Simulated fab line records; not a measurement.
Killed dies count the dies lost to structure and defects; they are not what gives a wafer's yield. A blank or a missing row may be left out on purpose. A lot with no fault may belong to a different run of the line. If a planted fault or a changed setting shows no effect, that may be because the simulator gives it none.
Which tool is to blame? -- flow gf180mcu -- 7 lots (21 wafers sampled), 1 step of a 602-step route

== WHAT THE GAUGES READ, wafer by wafer ==
GF_V1_CD_MEAS_14: target cd 260 nm.
lot,measured,on,cd_nm (nm)
L808,day 19 18:14,cd_sem-02,259.0 258.9 259.2
L811,day 21 02:52,cd_sem-01,262.2 260.5 261.2
L813,day 21 20:05,cd_sem-01,259.0 259.9 259.4
L820,day 24 07:47,cd_sem-02,261.6 261.8 262.1
L822,day 24 15:22,cd_sem-02,261.1 260.9 260.3
L824,day 25 09:31,cd_sem-01,258.6 258.7 258.0
L826,day 25 23:17,cd_sem-02,260.7 261.3 261.8

== EACH LOT AND THE TOOL THAT RAN IT (in order: tool; ch and the chambers of the sampled wafers; start) ==
The record shows no process step preceding these readings.

== THE ANSWER, worked out from the rows above alone ==
Rule: what is usual is taken from the lots themselves. The widest of any qualifying gaps counts: lots, ordered by their means at a reading, are off when they make up no more than a third of the lots, leave a main group of 4 or more, and stand apart from it by 3 or more times the standard deviation of that group's means. The tables above print the reading to a certain number of digits; a main group whose means all agree to those digits is not used. A lot without any number at a reading at which 4 lots or more have one is off too. Any other lot the step has rows for is counted as sound.
Nothing can be told from this: no lot is off at any reading shown.

== WHAT THE SIMULATOR HAD INSERTED ==
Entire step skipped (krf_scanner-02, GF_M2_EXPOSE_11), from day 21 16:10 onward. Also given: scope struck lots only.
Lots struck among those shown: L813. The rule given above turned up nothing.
